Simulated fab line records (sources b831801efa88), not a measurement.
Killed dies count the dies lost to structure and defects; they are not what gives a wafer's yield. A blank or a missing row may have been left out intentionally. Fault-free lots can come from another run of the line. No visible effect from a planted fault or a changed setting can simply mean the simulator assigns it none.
Comparing a struck lot with a sound one / flow gf180mcu / 14 out of 602 route steps
Sound: wafers L498.1, L498.3, L498.4. Struck: wafers L492.1, L492.3, L492.4. The cause is given at the end.
For every step that has rows: the tool of each side, followed by ch and its chambers, followed by its first start. Under that, the readings that differ: sound wafers / struck wafers / difference of the means / sigmas: that difference in standard deviations of wafers without a fault.
alike: words and numbers the same on both sides, and readings whose means are apart by under 2 such deviations; not compared: readings that were withheld, readings missing a value for some wafer, numbers with overlapping values and no deviation given by the record, and bounds like >300 which may hide the same value.
A row with sigmas, a row that says differs or no value, or rows on one side alone: a step with any of these is where the two part. Numbers that have no deviation but don't overlap get no sigmas and don't part them. A reading that every wafer of one side lacks parts them only if that side has two wafers or more.

first, 8 steps without rows for these wafers: GF_V5_DEHYDRATE_06 (time 60 s); GF_V5_HMDS_07 (prime time 60 s); GF_V5_COAT_08; GF_V5_COAT_09 (resist thk 1000 nm); GF_V5_SOFTBAKE_10 (time 60 s); GF_V5_EXPOSE_11 (exposes mask Via5, target cd 260 nm); GF_V5_PEB_12 (peb time 90 s); GF_V5_DEVELOP_13 (develop time 60 s).
GF_V5_CD_MEAS_14: target cd 260 nm.
  struck on cdSem-02, day 31 22:04; sound on cdSem-01, day 33 11:06
reading=cdNm (nm); sound=261.3 262.5 262.3; struck=259.3 258.1 260.4; difference=-2.8; sigmas=-3
GF_V5_OVL_MEAS_15:
  struck on overlay-01, day 31 22:11; sound on overlay-02, day 33 11:13
  alike: V5_OVL
GF_V5_ETCH_16: etches BARC in N2/H2.
  sound on rieDiel-04 ch 0,2, day 33 11:16; struck on rieDiel-03 ch 0,2,3, day 31 22:13
  alike: drypumpMotorCurrentA, oesProductAu, throttleValvePct
GF_V5_ETCH_17: etches SiO2 in C4F8/O2/Ar, stops on TiN, target depth 855 nm.
  sound on rieDiel-04 ch 0,2; struck on rieDiel-03 ch 0,2,3
  alike: oesProductAu
GF_V5_STRIP_18: strips in O2/N2.
  sound on plasmaAsher-01 ch 0,1, day 33 11:25; struck on plasmaAsher-02 ch 0,1, day 31 22:22
  no value came back on the struck wafers for chamberPressureMTorr (mTorr), drypumpMotorCurrentA (A), heaterPowerW (W), oesProductAu (a.u.); on the sound wafers chamberPressureMTorr (mTorr) reads 1501.2 1501.1 1499.2
  not compared: rfHoursCounterH
then, 1 step without rows for these wafers: GF_V5_STRIP_19 (strips in post etch residue remover, time 1200 s).

WHERE THEY PART
Earliest at GF_V5_CD_MEAS_14; latest, in this record, at GF_V5_STRIP_18.

WHY: what the simulator had put in
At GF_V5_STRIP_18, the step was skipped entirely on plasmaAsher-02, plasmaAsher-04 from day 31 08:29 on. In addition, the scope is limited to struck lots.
